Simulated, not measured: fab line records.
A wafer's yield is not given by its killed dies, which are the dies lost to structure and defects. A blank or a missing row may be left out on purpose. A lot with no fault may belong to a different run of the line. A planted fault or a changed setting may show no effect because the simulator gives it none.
fab line records ; flow gf180mcu
record lots=7; wafers=21; last_day=34
route steps=602 shown V2@399 M3@409
lots with no fault: from the same line, run without faults
start_h: hours from the record's opening day to when the first of the lot's shown wafers began ; wait_h: how many hours have passed since the lot's step before this one ; " as in the row above ; L1.1+2: one row covering several wafers at once ; - no value present, or no start provided ; * or withheld: withheld ; < > ~ a bound
route shown NAME@n: NAME is a module with steps in the file, n the number in the route of the first one ; usual: average and standard deviation across the fault-free wafers ; same: alike in all rows ; chamber/n: place in a boat ; sites: readings site by site ; _std_site: standard deviation of those values ; _edge_site: outer sites' mean less inner sites' ; radius_mm: for every site, how far away it sits from the centre of the wafer ; mask NAME#n: copy n ; behind: the most recent tool/chamber to have shaped the wafer ; hold: the reason the lot was held/the length of the hold in hours/how it ended ; device: the transistor (n, p or np) that didn't switch ; end of line: at the end of the route, the tests of the same wafers ; step lacking rows: just its recipe ; killed: at the first sort, the dies lost to defects and structure; wafer yield is something else ; map: per-die view of a wafer (x killed, . not killed, _ where there is no die)
set.NAME: the setting the step ran with; set.NAME@STEP: the setting that earlier step ran with ; model.NAME: the simulator's own value behind a step, which no gauge read
lots seen at some steps along the route; tables by step, rows by wafer
services: when a tool's chamber went out of use (start_h, in hours from the record's first day, below 0 if earlier), for how many hours, and the reason
## steps
# step GF_V2_ETCH_17
# recipe chemistry=C4F8/O2/Ar; mask_material=KrF; target=SiO2; stop_on=TiN; source_w=1500; bias_w=1200; pressure_mtorr=40; c4f8_flow_sccm=withheld; O2_flow_sccm=6; Ar_flow_sccm=300; time_s=withheld; target_depth_a=6300
# step GF_V2_STRIP_18
# recipe chemistry=O2/N2; power_w=1400; pressure_mtorr=1500; platen_temp_c=250; o2_flow_sccm=3000; n2_flow_sccm=300; overash_fraction=0.5
# usual drypump_motor_current_A=5.9/0.63; heater_power_w=319/27; oes_product_au=0.593/0.0051; platen_temp_c=250.01/0.18
lot.wafer;tool;chamber;start_h;wait_h;drypump_motor_current_A;heater_power_w;oes_product_au;platen_temp_c;rf_hours_counter_h
L949.1;plasma_asher-02;0;514.58;-;5.7;309;0.602;250.12;42
L949.2;plasma_asher-02;1;514.58;-;5.6;307;0.589;250.12;42
L949.6;plasma_asher-02;1;514.58;-;5.6;300;0.587;249.98;-
L956.3;plasma_asher-02;0;576.18;-;5.7;318;0.598;249.89;-
L956.5;plasma_asher-02;0;576.18;-;5.7;316;0.598;250.06;-
L956.6;plasma_asher-02;1;576.18;-;5.5;319;0.594;249.90;-
L957.2;plasma_asher-01;0;581.79;-;5.4;287;0.594;250.05;84
L957.4;plasma_asher-01;1;581.79;-;6.5;282;0.583;250.31;-
L957.6;plasma_asher-01;0;581.79;-;5.4;273;0.587;249.92;-
L958.1;plasma_asher-03;0;597.14;-;6.6;357;0.591;249.94;18
L958.4;plasma_asher-03;1;597.14;-;5.2;325;0.584;250.08;-
L958.6;plasma_asher-03;1;597.14;-;5.2;319;0.598;250.21;-
L960.1;plasma_asher-03;0;613.29;-;6.7;355;0.590;249.72;20
L960.3;plasma_asher-03;0;613.29;-;6.7;357;0.587;249.82;-
L960.4;plasma_asher-03;1;613.29;-;5.2;321;0.586;250.08;-
L961.2;plasma_asher-03;0;620.03;-;6.7;357;0.594;250.32;20
L961.3;plasma_asher-03;1;620.03;-;5.2;325;0.594;249.87;-
L961.5;plasma_asher-03;1;620.03;-;5.2;314;0.598;250.02;-
L964.1;plasma_asher-03;0;636.94;-;6.6;345;0.593;250.22;22
L964.2;plasma_asher-03;1;636.94;-;5.2;318;0.595;249.96;22
L964.3;plasma_asher-03;0;636.94;-;6.6;364;0.592;250.27;-
# step GF_V2_STRIP_19
# recipe chemistry=post_etch_residue_remover; time_s=1200; temp_c=72.5
# step GF_V2_CLEAN_20
# recipe chemistry=DIW; dry=n2_spin
# step GF_V2_SPUTTER_21
# recipe material=Ti; target_thk_nm=15; chamber_pressure_pa=5; power_w=2500; substrate_temp_c=200; time_s=80.02
# step GF_V2_SPUTTER_22
# recipe material=TiN; target_thk_nm=10; chamber_pressure_pa=5; power_w=4000; time_s=40
# usual cathode_dc_power_W=4000.0/0.79; chamber_pressure_pa=4.999/0.0099; throttle_valve_pct=29.9/1
lot.wafer;tool;chamber;start_h;wait_h;cathode_dc_power_W;chamber_pressure_pa;throttle_valve_pct
L949.1;pvd_sputter-01;-;515.19;0.0;4000.2;5.019;30.8
L949.2;pvd_sputter-01;-;515.19;0.0;3999.6;5.006;31.0
L949.6;pvd_sputter-01;-;515.19;0.0;4000.2;5.011;29.1
L956.3;pvd_sputter-03;-;576.89;0.0;3999.9;5.004;30.3
L956.5;pvd_sputter-03;-;576.89;0.0;4001.1;4.999;30.2
L956.6;pvd_sputter-03;-;576.89;0.0;4002.2;4.985;29.8
L957.2;pvd_sputter-04;-;582.40;0.0;4000.1;5.003;27.9
L957.4;pvd_sputter-04;-;582.40;0.0;3999.9;5.011;31.1
L957.6;pvd_sputter-04;-;582.40;0.0;3999.7;4.993;29.1
L958.1;pvd_sputter-01;-;597.77;0.0;4000.8;4.984;30.8
L958.4;pvd_sputter-01;-;597.77;0.0;4000.0;5.002;29.6
L958.6;pvd_sputter-01;-;597.77;0.0;4000.7;4.996;29.1
L960.1;pvd_sputter-03;-;613.92;0.0;3999.5;4.999;31.4
L960.3;pvd_sputter-03;-;613.92;0.0;4001.5;4.996;30.1
L960.4;pvd_sputter-03;-;613.92;0.0;3999.6;4.997;28.7
L961.2;pvd_sputter-03;-;620.67;0.0;4000.9;4.989;28.7
L961.3;pvd_sputter-03;-;620.67;0.0;4001.0;5.003;30.6
L961.5;pvd_sputter-03;-;620.67;0.0;3999.6;5.014;30.5
L964.1;pvd_sputter-03;-;637.57;0.0;4000.6;4.984;31.8
L964.2;pvd_sputter-03;-;637.57;0.0;4000.6;5.002;28.8
L964.3;pvd_sputter-03;-;637.57;0.0;3999.7;4.985;30.5
# step GF_V2_CVD_23
# recipe material=W; target_thk_nm=350; time_s=104.94; temp_c=400; pressure_torr=40
# usual heater_power_w=876/51
lot.wafer;tool;chamber;start_h;wait_h;heater_power_w;since_wet_clean_h
L949.1;cvd_w-01;1;515.22;0.0;910;111
L949.2;cvd_w-01;0;515.22;0.0;918;111
L949.6;cvd_w-01;1;515.22;0.0;902;-
L956.3;cvd_w-02;1;576.97;0.1;846;-
L956.5;cvd_w-02;0;576.97;0.1;808;-
L956.6;cvd_w-02;1;576.97;0.1;841;-
L957.2;cvd_w-01;0;582.44;0.0;933;178
L957.4;cvd_w-01;0;582.44;0.0;908;-
L957.6;cvd_w-01;1;582.44;0.0;901;-
L958.1;cvd_w-02;1;597.81;0.0;852;694
L958.4;cvd_w-02;1;597.81;0.0;853;-
L958.6;cvd_w-02;1;597.81;0.0;837;-
L960.1;cvd_w-01;1;613.96;0.0;925;210
L960.3;cvd_w-01;1;613.96;0.0;948;-
L960.4;cvd_w-01;0;613.96;0.0;936;-
L961.2;cvd_w-01;0;620.70;0.0;920;217
L961.3;cvd_w-01;1;620.70;0.0;935;-
L961.5;cvd_w-01;1;620.70;0.0;910;-
L964.1;cvd_w-02;1;637.61;0.0;836;734
L964.2;cvd_w-02;0;637.61;0.0;797;734
L964.3;cvd_w-02;0;637.61;0.0;801;-
# step GF_V2_RS_MEAS_24
# recipe thk_meas_gauge=four-point-probe; reads=W_of_V2_CVD_23+TiN_of_V2_SPUTTER_22+Ti_of_V2_SPUTTER_21
# usual V2_W_RS=0.328/0.0034
lot.wafer;tool;chamber;start_h;wait_h;V2_W_RS[ohm/sq]
L949.1;film_metro-04;-;515.34;0.1;0.331
L949.2;film_metro-04;-;515.34;0.1;0.325
L949.6;film_metro-04;-;515.34;0.1;0.330
L956.3;film_metro-04;-;577.09;0.1;0.328
L956.5;film_metro-04;-;577.09;0.1;0.330
L956.6;film_metro-04;-;577.09;0.1;0.329
L957.2;film_metro-04;-;582.57;0.1;0.324
L957.4;film_metro-04;-;582.57;0.1;0.328
L957.6;film_metro-04;-;582.57;0.1;0.323
L958.1;film_metro-01;-;597.92;0.1;0.330
L958.4;film_metro-01;-;597.92;0.1;0.327
L958.6;film_metro-01;-;597.92;0.1;0.331
L960.1;film_metro-01;-;614.07;0.1;0.327
L960.3;film_metro-01;-;614.07;0.1;0.326
L960.4;film_metro-01;-;614.07;0.1;0.329
L961.2;film_metro-04;-;620.84;0.1;0.331
L961.3;film_metro-04;-;620.84;0.1;0.330
L961.5;film_metro-04;-;620.84;0.1;0.330
L964.1;film_metro-01;-;637.72;0.1;0.321
L964.2;film_metro-01;-;637.72;0.1;0.322
L964.3;film_metro-01;-;637.72;0.1;0.328
# step GF_V2_THK_MEAS_25
# recipe thk_meas_gauge=xrf; reads=W_of_V2_CVD_23
# usual V2_W_THK=353/4.6
lot.wafer;tool;chamber;start_h;wait_h;V2_W_THK[nm]
L949.1;film_metro-04;-;515.46;0.1;352
L949.2;film_metro-04;-;515.46;0.1;356
L949.6;film_metro-04;-;515.46;0.1;353
L956.3;film_metro-04;-;577.19;0.1;354
L956.5;film_metro-04;-;577.19;0.1;353
L956.6;film_metro-04;-;577.19;0.1;352
L957.2;film_metro-04;-;582.68;0.1;359
L957.4;film_metro-04;-;582.68;0.1;354
L957.6;film_metro-04;-;582.68;0.1;359
L958.1;film_metro-01;-;598.04;0.1;350
L958.4;film_metro-01;-;598.04;0.1;350
L958.6;film_metro-01;-;598.04;0.1;349
L960.1;film_metro-01;-;614.19;0.1;357
L960.3;film_metro-01;-;614.19;0.1;356
L960.4;film_metro-01;-;614.19;0.1;355
L961.2;film_metro-04;-;620.95;0.1;350
L961.3;film_metro-04;-;620.95;0.1;349
L961.5;film_metro-04;-;620.95;0.1;354
L964.1;film_metro-01;-;637.84;0.1;358
L964.2;film_metro-01;-;637.84;0.1;358
L964.3;film_metro-01;-;637.84;0.1;350
# step GF_V2_CMP_26
# recipe stop_on=SiO2; down_force_psi=3.5; platen_rpm=60; t_overpolish_s=15; target_thk_nm=0; pad_velocity_m_s=0.94248
# step GF_M3_SPUTTER_00
# recipe material=Ti; target_thk_nm=37.5; arriving_ion_energy_ev=80; substrate_temp_c=200; chamber_pressure_pa=2; power_w=4000; time_s=150
# step GF_M3_SPUTTER_01
# recipe material=TiN; target_thk_nm=30; power_w=6500; time_s=25; chamber_pressure_pa=0.4
# step GF_M3_SPUTTER_02
# recipe material=AlCu; target_thk_nm=450; power_w=10600; time_s=23.9; chamber_pressure_pa=0.4
# usual cathode_dc_power_W=10600/1.8; chamber_pressure_pa=0.4001/0.00083; throttle_valve_pct=29.7/1.2
lot.wafer;tool;chamber;start_h;wait_h;cathode_dc_power_W;chamber_pressure_pa;throttle_valve_pct
L949.1;pvd_sputter-04;-;515.95;0.0;10599;0.3993;29.2
L949.2;pvd_sputter-04;-;515.95;0.0;10599;0.3996;28.1
L949.6;pvd_sputter-04;-;515.95;0.0;10601;0.3991;31.1
L956.3;pvd_sputter-04;-;577.66;0.0;-;-;-
L956.5;pvd_sputter-04;-;577.66;0.0;-;-;-
L956.6;pvd_sputter-04;-;577.66;0.0;-;-;-
L957.2;pvd_sputter-03;-;583.16;0.0;-;-;-
L957.4;pvd_sputter-03;-;583.16;0.0;-;-;-
L957.6;pvd_sputter-03;-;583.16;0.0;-;-;-
L958.1;pvd_sputter-03;-;598.53;0.0;-;-;-
L958.4;pvd_sputter-03;-;598.53;0.0;-;-;-
L958.6;pvd_sputter-03;-;598.53;0.0;-;-;-
L960.1;pvd_sputter-04;-;614.68;0.0;10599;0.4000;29.2
L960.3;pvd_sputter-04;-;614.68;0.0;10600;0.3978;28.4
L960.4;pvd_sputter-04;-;614.68;0.0;10604;0.3997;31.0
L961.2;pvd_sputter-04;-;621.43;0.0;10601;0.3993;29.3
L961.3;pvd_sputter-04;-;621.43;0.0;10598;0.4024;30.9
L961.5;pvd_sputter-04;-;621.43;0.0;10601;0.3995;29.2
L964.1;pvd_sputter-02;-;638.33;0.0;10599;0.3999;30.0
L964.2;pvd_sputter-02;-;638.33;0.0;10601;0.4020;29.7
L964.3;pvd_sputter-02;-;638.33;0.0;10602;0.3999;31.3
# step GF_M3_SPUTTER_03
# recipe material=Ti; target_thk_nm=10; substrate_temp_c=300; chamber_pressure_pa=0.3; power_w=3000; time_s=6.7
# step GF_M3_SPUTTER_04
# recipe material=TiN; target_thk_nm=50; power_w=6500; time_s=41.7; chamber_pressure_pa=0.4
# usual cathode_dc_power_W=6499.9/1.2; chamber_pressure_pa=0.3999/0.00081; throttle_valve_pct=29.7/1.1
lot.wafer;tool;chamber;start_h;wait_h;cathode_dc_power_W;chamber_pressure_pa;throttle_valve_pct
L949.1;pvd_sputter-04;-;516.00;0.0;6499.3;0.4001;29.6
L949.2;pvd_sputter-04;-;516.00;0.0;6500.5;0.3992;28.1
L949.6;pvd_sputter-04;-;516.00;0.0;6498.7;0.4001;31.1
L956.3;pvd_sputter-04;-;577.71;0.0;6498.7;0.4014;30.8
L956.5;pvd_sputter-04;-;577.71;0.0;6501.2;0.3999;28.1
L956.6;pvd_sputter-04;-;577.71;0.0;6501.0;0.4008;31.1
L957.2;pvd_sputter-03;-;583.21;0.0;6499.3;0.3996;29.8
L957.4;pvd_sputter-03;-;583.21;0.0;6500.4;0.3994;29.9
L957.6;pvd_sputter-03;-;583.21;0.0;6499.5;0.3992;28.5
L958.1;pvd_sputter-03;-;598.58;0.0;6499.1;0.4004;30.4
L958.4;pvd_sputter-03;-;598.58;0.0;6499.5;0.4000;30.1
L958.6;pvd_sputter-03;-;598.58;0.0;6498.5;0.3998;30.4
L960.1;pvd_sputter-04;-;614.73;0.0;6502.2;0.4004;28.9
L960.3;pvd_sputter-04;-;614.73;0.0;6499.9;0.3994;28.1
L960.4;pvd_sputter-04;-;614.73;0.0;6498.4;0.4008;30.8
L961.2;pvd_sputter-04;-;621.48;0.0;6501.9;0.4004;29.2
L961.3;pvd_sputter-04;-;621.48;0.0;6500.5;0.4001;30.9
L961.5;pvd_sputter-04;-;621.48;0.0;6501.1;0.3984;29.4
L964.1;pvd_sputter-02;-;638.38;0.0;6502.8;0.3997;30.1
L964.2;pvd_sputter-02;-;638.38;0.0;6501.2;0.3990;29.6
L964.3;pvd_sputter-02;-;638.38;0.0;6498.9;0.4005;31.5
# step GF_M3_RS_MEAS_05
# recipe thk_meas_gauge=four-point-probe; reads=TiN_of_M3_SPUTTER_04+Ti_of_M3_SPUTTER_03+AlCu_of_M3_SPUTTER_02+TiN_of_M3_SPUTTER_01+Ti_of_M3_SPUTTER_00
# usual M3_ALCU_RS=0.0692/0.00071
lot.wafer;tool;chamber;start_h;wait_h;M3_ALCU_RS[ohm/sq]
L949.1;film_metro-02;-;516.04;0.0;0.0685
L949.2;film_metro-02;-;516.04;0.0;0.0681
L949.6;film_metro-02;-;516.04;0.0;0.0686
L956.3;film_metro-04;-;577.79;0.1;7.1721
L956.5;film_metro-04;-;577.79;0.1;7.1589
L956.6;film_metro-04;-;577.79;0.1;7.2043
L957.2;film_metro-04;-;583.27;0.0;7.0112
L957.4;film_metro-04;-;583.27;0.0;7.0588
L957.6;film_metro-04;-;583.27;0.0;7.0676
L958.1;film_metro-03;-;598.62;0.0;7.2006
L958.4;film_metro-03;-;598.62;0.0;7.1303
L958.6;film_metro-03;-;598.62;0.0;7.2033
L960.1;film_metro-02;-;614.77;0.0;0.0696
L960.3;film_metro-02;-;614.77;0.0;0.0698
L960.4;film_metro-02;-;614.77;0.0;0.0700
L961.2;film_metro-03;-;621.54;0.0;0.0697
L961.3;film_metro-03;-;621.54;0.0;0.0697
L961.5;film_metro-03;-;621.54;0.0;0.0698
L964.1;film_metro-02;-;638.42;0.0;0.0689
L964.2;film_metro-02;-;638.42;0.0;0.0690
L964.3;film_metro-02;-;638.42;0.0;0.0693
# step GF_M3_THK_MEAS_06
# recipe thk_meas_gauge=xrf; reads=AlCu_of_M3_SPUTTER_02
# usual M3_ALCU_THK=454/4.9
lot.wafer;tool;chamber;start_h;wait_h;M3_ALCU_THK[nm]
L949.1;film_metro-02;-;516.16;0.1;460
L949.2;film_metro-02;-;516.16;0.1;461
L949.6;film_metro-02;-;516.16;0.1;460
L956.3;film_metro-04;-;577.89;0.1;<0
L956.5;film_metro-04;-;577.89;0.1;<0
L956.6;film_metro-04;-;577.89;0.1;<0
L957.2;film_metro-04;-;583.38;0.1;<0
L957.4;film_metro-04;-;583.38;0.1;<0
L957.6;film_metro-04;-;583.38;0.1;<0
L958.1;film_metro-03;-;598.74;0.1;<0
L958.4;film_metro-03;-;598.74;0.1;<0
L958.6;film_metro-03;-;598.74;0.1;<0
L960.1;film_metro-02;-;614.89;0.1;456
L960.3;film_metro-02;-;614.89;0.1;454
L960.4;film_metro-02;-;614.89;0.1;451
L961.2;film_metro-03;-;621.65;0.1;449
L961.3;film_metro-03;-;621.65;0.1;447
L961.5;film_metro-03;-;621.65;0.1;447
L964.1;film_metro-02;-;638.54;0.1;457
L964.2;film_metro-02;-;638.54;0.1;456
L964.3;film_metro-02;-;638.54;0.1;454
# step GF_M3_DEHYDRATE_07
# recipe temp_c=200; time_s=60
# step GF_M3_HMDS_08
# recipe prime_time_s=60; prime_temp_c=120
# step GF_M3_COAT_09
# recipe resist=KrF; spin_rpm=withheld; resist_thk_nm=1000
# step GF_M3_SOFTBAKE_10
# recipe temp_c=130; time_s=60; resist=KrF
# step GF_M3_EXPOSE_11
# recipe mask_id=Metal3; target_cd_nm=280; na=0.68; source_shape=conventional; sigma_outer=0.6; dose_mj=28
# step GF_M3_PEB_12
# recipe peb_temp_c=135; peb_time_s=90; resist=KrF
# step GF_M3_DEVELOP_13
# recipe develop_time_s=60; dev_temp_c=21
# step GF_M3_CD_MEAS_14
# recipe target_cd_nm=280
# usual cd_nm=279.9/1.1
lot.wafer;tool;chamber;start_h;wait_h;cd_nm
L949.1;cd_sem-02;-;539.16;0.1;280.6
L949.2;cd_sem-02;-;539.16;0.1;280.3
L949.6;cd_sem-02;-;539.16;0.1;280.1
L956.3;cd_sem-02;-;598.70;0.1;281.5
L956.5;cd_sem-02;-;598.70;0.1;280.5
L956.6;cd_sem-02;-;598.70;0.1;281.2
L957.2;cd_sem-02;-;603.83;0.1;281.5
L957.4;cd_sem-02;-;603.83;0.1;282.0
L957.6;cd_sem-02;-;603.83;0.1;281.9
L958.1;cd_sem-01;-;619.51;0.1;279.2
L958.4;cd_sem-01;-;619.51;0.1;279.1
L958.6;cd_sem-01;-;619.51;0.1;281.1
L960.1;cd_sem-01;-;634.86;0.1;278.1
L960.3;cd_sem-01;-;634.86;0.1;278.6
L960.4;cd_sem-01;-;634.86;0.1;278.8
L961.2;cd_sem-01;-;641.98;0.1;279.0
L961.3;cd_sem-01;-;641.98;0.1;279.2
L961.5;cd_sem-01;-;641.98;0.1;279.5
L964.1;cd_sem-02;-;658.66;0.1;279.7
L964.2;cd_sem-02;-;658.66;0.1;281.1
L964.3;cd_sem-02;-;658.66;0.1;280.3
# step GF_M3_OVL_MEAS_15
# usual M3_OVL=-1/4.7
lot.wafer;tool;chamber;start_h;wait_h;M3_OVL[nm]
L949.1;overlay-01;-;539.28;0.1;-5
L949.2;overlay-01;-;539.28;0.1;-2
L949.6;overlay-01;-;539.28;0.1;-1
L956.3;overlay-02;-;598.79;0.1;-1
L956.5;overlay-02;-;598.79;0.1;-2
L956.6;overlay-02;-;598.79;0.1;-5
L957.2;overlay-02;-;603.93;0.1;-12
L957.4;overlay-02;-;603.93;0.1;-5
L957.6;overlay-02;-;603.93;0.1;2
L958.1;overlay-01;-;619.63;0.1;-2
L958.4;overlay-01;-;619.63;0.1;7
L958.6;overlay-01;-;619.63;0.1;0
L960.1;overlay-01;-;634.98;0.1;-8
L960.3;overlay-01;-;634.98;0.1;-4
L960.4;overlay-01;-;634.98;0.1;-5
L961.2;overlay-01;-;642.08;0.1;-6
L961.3;overlay-01;-;642.08;0.1;-1
L961.5;overlay-01;-;642.08;0.1;-3
L964.1;overlay-01;-;658.78;0.1;-3
L964.2;overlay-01;-;658.78;0.1;-3
L964.3;overlay-01;-;658.78;0.1;-1
# step GF_M3_METAL_ETCH_16
# recipe chemistry=Cl2/BCl3; mask_material=KrF; target_depth_nm=627.5; stop_on=SiO2; pressure_mtorr=8; icp_w=800; bias_w=140; Cl2_flow_sccm=80; bcl3_flow_sccm=40; time_s=104.6
# usual bias_w=140.1/0.4; drypump_motor_current_A=5.8/0.42; mfc_cl2_sccm=79.99/0.23; oes_product_au=0.974/0.0062; throttle_valve_pct=28.248/0.0094
lot.wafer;tool;chamber;start_h;wait_h;bias_w;drypump_motor_current_A;mfc_cl2_sccm;oes_product_au;rf_hours_counter_h;throttle_valve_pct
L949.1;rie_metal-03;0;539.32;0.0;139.7;6.0;79.88;0.979;11;28.246
L949.2;rie_metal-03;1;539.32;0.0;139.4;6.2;79.73;0.978;11;28.243
L949.6;rie_metal-03;1;539.32;0.0;139.9;6.2;80.18;0.972;-;28.250
L956.3;rie_metal-01;0;598.86;0.1;140.1;5.2;79.98;0.994;-;28.202
L956.5;rie_metal-01;0;598.86;0.1;139.6;5.2;80.31;0.987;-;28.238
L956.6;rie_metal-01;1;598.86;0.1;139.5;5.6;80.19;0.992;-;28.235
L957.2;rie_metal-01;0;603.96;0.0;141.1;5.2;79.93;0.991;0;28.236
L957.4;rie_metal-01;0;603.96;0.0;139.9;5.2;80.00;0.994;-;28.224
L957.6;rie_metal-01;1;603.96;0.0;140.4;5.6;80.15;0.991;-;28.230
L958.1;rie_metal-04;1;619.66;0.0;140.1;5.1;79.95;0.992;4;28.228
L958.4;rie_metal-04;1;619.66;0.0;139.9;5.1;79.95;0.991;-;28.235
L958.6;rie_metal-04;0;619.66;0.0;141.0;6.4;80.14;0.993;-;28.233
L960.1;rie_metal-03;1;635.01;0.0;140.6;6.2;80.04;0.971;2;28.264
L960.3;rie_metal-03;0;635.01;0.0;140.2;6.0;80.25;0.974;-;28.242
L960.4;rie_metal-03;1;635.01;0.0;139.6;6.2;79.98;0.964;-;28.244
L961.2;rie_metal-03;0;642.11;0.0;139.9;6.0;80.03;0.980;1;28.257
L961.3;rie_metal-03;0;642.11;0.0;140.2;6.0;80.18;0.976;-;28.260
L961.5;rie_metal-03;1;642.11;0.0;140.2;6.2;79.95;0.969;-;28.273
L964.1;rie_metal-04;1;658.82;0.0;140.5;5.1;79.81;0.973;5;28.239
L964.2;rie_metal-04;0;658.82;0.0;139.7;6.4;80.37;0.970;14;28.247
L964.3;rie_metal-04;1;658.82;0.0;140.4;5.1;79.85;0.971;-;28.244
# step GF_M3_STRIP_17
# recipe chemistry=O2/N2; power_w=1400; pressure_mtorr=1500; platen_temp_c=250; o2_flow_sccm=3000; n2_flow_sccm=300; overash_fraction=0.5
# usual drypump_motor_current_A=5.8/0.44; heater_power_w=302/26; oes_product_au=0.558/0.0051; platen_temp_c=249.98/0.19; strip_time_to_endpoint_s=7.88/0.051
lot.wafer;tool;chamber;start_h;wait_h;drypump_motor_current_A;heater_power_w;oes_product_au;platen_temp_c;rf_hours_counter_h;strip_time_to_endpoint_s
L949.1;plasma_asher-02;0;539.43;0.1;5.7;316;0.561;249.96;45;7.87
L949.2;plasma_asher-02;1;539.43;0.1;5.6;309;0.561;249.90;45;7.93
L949.6;plasma_asher-02;1;539.43;0.1;5.6;309;0.554;249.79;-;7.91
L956.3;plasma_asher-04;0;598.96;0.1;5.3;359;0.559;250.12;-;7.81
L956.5;plasma_asher-04;0;598.96;0.1;5.3;345;0.558;249.85;-;7.85
L956.6;plasma_asher-04;1;598.96;0.1;6.3;334;0.553;249.88;-;7.83
L957.2;plasma_asher-01;0;604.08;0.1;5.4;282;0.556;250.06;87;7.81
L957.4;plasma_asher-01;0;604.08;0.1;5.4;278;0.556;249.88;-;7.85
L957.6;plasma_asher-01;1;604.08;0.1;6.4;269;0.554;250.37;-;7.86
L958.1;plasma_asher-04;0;619.78;0.1;5.3;360;0.554;250.09;91;7.87
L958.4;plasma_asher-04;1;619.78;0.1;6.3;344;0.551;250.29;-;7.91
L958.6;plasma_asher-04;1;619.78;0.1;6.3;341;0.548;250.06;-;7.80
L960.1;plasma_asher-01;0;635.13;0.1;5.4;282;0.560;249.95;90;7.96
L960.3;plasma_asher-01;0;635.13;0.1;5.4;282;0.560;249.91;-;7.89
L960.4;plasma_asher-01;1;635.13;0.1;6.4;284;0.562;250.20;-;7.95
L961.2;plasma_asher-01;1;642.23;0.1;6.4;275;0.565;250.00;91;7.90
L961.3;plasma_asher-01;1;642.23;0.1;6.4;271;0.561;249.95;-;7.89
L961.5;plasma_asher-01;1;642.23;0.1;6.4;277;0.562;249.97;-;7.95
L964.1;plasma_asher-01;1;658.93;0.1;6.4;277;0.553;249.78;93;7.86
L964.2;plasma_asher-01;0;658.93;0.1;5.4;272;0.559;249.62;93;7.82
L964.3;plasma_asher-01;1;658.93;0.1;6.5;285;0.558;250.03;-;7.88
## services
tool;chamber;start_h;hours;kind
rie_metal-04;-;499.10;1.2;repair
plasma_asher-04;-;505.04;38.0;pm
rie_metal-03;0;505.89;15.6;repair
plasma_asher-01;-;507.90;0.5;repair
rie_metal-01;1;519.92;3.6;repair
pvd_sputter-03;-;529.51;9.7;repair
cvd_w-01;-;532.36;0.6;repair
rie_metal-03;-;544.31;2.8;pm
plasma_asher-02;-;552.81;2.6;repair
pvd_sputter-03;2;568.83;-;consumable_replace:kit
pvd_sputter-03;2;568.83;18.0;scheduled_down
pvd_sputter-01;-;571.38;22.5;repair
rie_metal-01;0;572.81;3.8;repair
pvd_sputter-04;2;576.08;-;consumable_replace:kit
pvd_sputter-04;2;576.08;18.0;scheduled_down
pvd_sputter-04;2;576.08;18.0;vent_cycle
rie_metal-03;-;589.85;2.3;repair
cvd_w-01;-;597.07;6.0;pm
pvd_sputter-02;-;620.63;1.9;repair
rie_metal-01;-;624.86;0.4;repair
plasma_asher-04;-;632.76;4.3;repair
rie_metal-01;-;638.39;1.4;pm
plasma_asher-04;-;649.08;15.5;repair
plasma_asher-03;-;653.94;0.3;repair
## key
first_sign step=GF_M3_SPUTTER_02; reading=tool_record; direction=missing
effect step=GF_M3_RS_MEAS_05; reading=M3_ALCU_RS; direction=up; sigmas=99+; usual=0.0692; struck=7.1341
effect step=GF_M3_THK_MEAS_06; reading=M3_ALCU_THK; direction=down; sigmas=92; usual=454; struck=<0
effect step=GF_M3_METAL_ETCH_16; reading=oes_product_au; direction=up; sigmas=2.9; usual=0.974; struck=0.992
met_at GF_M3_SPUTTER_02
struck_wafers L956.3,L956.5,L956.6,L957.2,L957.4,L957.6,L958.1,L958.4,L958.6
later_rows_left_out L956.3,L956.5,L956.6,L957.2,L957.4,L957.6,L958.1,L958.4,L958.6
sort_left_out L956.3,L956.5,L956.6,L957.2,L957.4,L957.6,L958.1,L958.4,L958.6
onset_between 515.95 577.66
fault kind=skipped_step_whole; tool=pvd_sputter-03,pvd_sputter-04; chamber=-; onset_h=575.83; steps=GF_M3_SPUTTER_02; scope=struck_lots_only
# sort_left_out: the simulated sort isn't trusted on such a fault, so these wafers' sort isn't shown, and their yield isn't known
# later_rows_left_out: the simulator's readings of these wafers behind a module that went badly wrong aren't trusted and aren't shown, but for the sort
